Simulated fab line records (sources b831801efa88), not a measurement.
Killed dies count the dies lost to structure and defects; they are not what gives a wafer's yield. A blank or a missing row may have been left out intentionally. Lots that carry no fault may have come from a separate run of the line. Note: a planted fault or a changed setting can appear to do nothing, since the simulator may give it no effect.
Comparing a struck lot with a sound one ; flow sky130 ; 17 out of 708 route steps
Sound: the wafers L385.1, L385.2, L385.5. Struck: wafer L400.4. At the end, the cause is stated.
Each step with rows lists, per side, the tool, then ch with its chambers, then its first start. Under that, the readings that differ: sound wafers ; struck wafers ; difference of the means ; sigmas: that difference in standard deviations of wafers without a fault.
alike: readings whose means differ by less than 2 such deviations, and words and numbers that are the same on both sides. not compared: withheld readings, readings that some wafer has no value for, bounds like >300 that may hide the same value, and numbers for which the record gives no deviation and whose values overlap.
Wherever a step has rows on one side only, a row that says differs or no value, or a row with sigmas, the two part there. Numbers that don't overlap but have no deviation are shown without sigmas and don't part them. Lack of a reading on every wafer of one side parts them only where that side has two or more wafers.

first, 5 steps without rows for these wafers: SKY_SD_N_COAT_02 (resist thk 1140 nm); SKY_SD_N_SOFTBAKE_03 (time 60 s); SKY_SD_N_EXPOSE_04 (exposes mask NSDM, target cd 380 nm); SKY_SD_N_PEB_05; SKY_SD_N_DEVELOP_06 (develop time 60 s).
SKY_SD_N_CD_MEAS_07: the cd target is 380 nm.
  sound on cdSem-02 at day 30 12:11; struck on cdSem-01 at day 34 18:25
reading;sound;struck;difference;sigmas
cdNm (nm);379.7 377.2 378.9;383.3;+4.7;+2
SKY_SD_N_OVL_MEAS_08:
  sound on overlay-01 at day 30 12:19; struck on overlay-02 at day 34 18:29
  alike: SD_N_OVL
then, 2 steps without rows for these wafers: SKY_SD_N_IMPLANT_09; SKY_SD_N_IMPLANT_10.
SKY_SD_N_STRIP_11: strips in O2/N2.
  sound on plasmaAsher-01 ch 0,1, day 30 12:39; struck on plasmaAsher-02 ch 1, day 34 18:51
reading;sound;struck;difference;sigmas
drypumpMotorCurrentA (A);6.8 5.5 6.7;5.0;-1.3;-3
  alike: oesProductAu, stripTimeToEndpointS
  not compared: rfHoursCounterH
SKY_SD_N_TW_MEAS_12:
  sound on filmMetro-04 at day 30 12:45; struck on filmMetro-03 at day 34 18:56
reading;sound;struck;difference;sigmas
SD_N_TW;3953 3975 3989;3900;-72;-3
then, 1 step without rows for these wafers: SKY_SD_N_CLEAN_13 (cleans in SC1/SC2, time 150 s).
SKY_SD_N_RTA_14: time 2 s.
  sound on rtpAnneal-01 ch 0, day 30 12:52; struck on rtpAnneal-02 ch 0, day 34 19:03
reading;sound;struck;difference;sigmas
lampPowerPct (%);15.71 15.67 15.71;15.81;+0.11;+2
wafer_temp_C_max;1077.4 1079.4 1078.4;1082.7;+4.3;+4
SKY_SD_N_RS_MEAS_16: the measuring method here is four-point-probe.
  sound on filmMetro-01 at day 30 13:02; struck on filmMetro-01 at day 34 19:16
reading;sound;struck;difference;sigmas
SD_N_RS (ohm/sq);68.60 68.69 68.75;67.81;-0.87;-8
SKY_SD_N_RS_MEAS_17: the measuring method here is four-point-probe.
  sound on filmMetro-01 at day 30 13:09; struck on filmMetro-01 at day 34 19:23
reading;sound;struck;difference;sigmas
SD_P_RS (ohm/sq);147.1 147.2 147.5;143.3;-4.0;-12
SKY_SD_N_RS_MEAS_18: the measuring method here is four-point-probe.
  sound on filmMetro-01 at day 30 13:16; struck on filmMetro-01 at day 34 19:30
  alike: RES_XHIGH_RS
-- the record jumps here: 16 days lie between the struck wafers' starts before and after (it left off in module SD_N and takes up again in module PAD_OPEN, whose first step shown is number 708 of the route) --
SKY_PAD_OPEN_PROBE_99:
  sound on prober-01 at day 47 18:14; struck on prober-02 at day 50 13:37
reading;sound;struck;difference;sigmas
model.etest.resHighPo.rsOhmSq;257.3 252.4 261.3;251.6;-5.4;
model.etest.resPdiffHv.rsOhmSq;193.1 191.3 193.3;183.2;-9.4;
model.etest.resPdiff.rsOhmSq;197.4 195.9 197;188;-9;
  alike: killed_at_M0_to_M3, killed_at_M4_up, killedAtContacts, killedAtFrontEnd, killedAtOther, killedDies, killedOpen, killedShort
  not compared: model.etest.liconHighPo.rcOhm

## WHERE THEY PART
First at SKY_SD_N_CD_MEAS_07; last, within this record, at SKY_SD_N_RS_MEAS_17. Later steps at which nothing parts them and some readings are alike: SKY_SD_N_RS_MEAS_18, SKY_PAD_OPEN_PROBE_99.

WHY: what had been put in by the simulator
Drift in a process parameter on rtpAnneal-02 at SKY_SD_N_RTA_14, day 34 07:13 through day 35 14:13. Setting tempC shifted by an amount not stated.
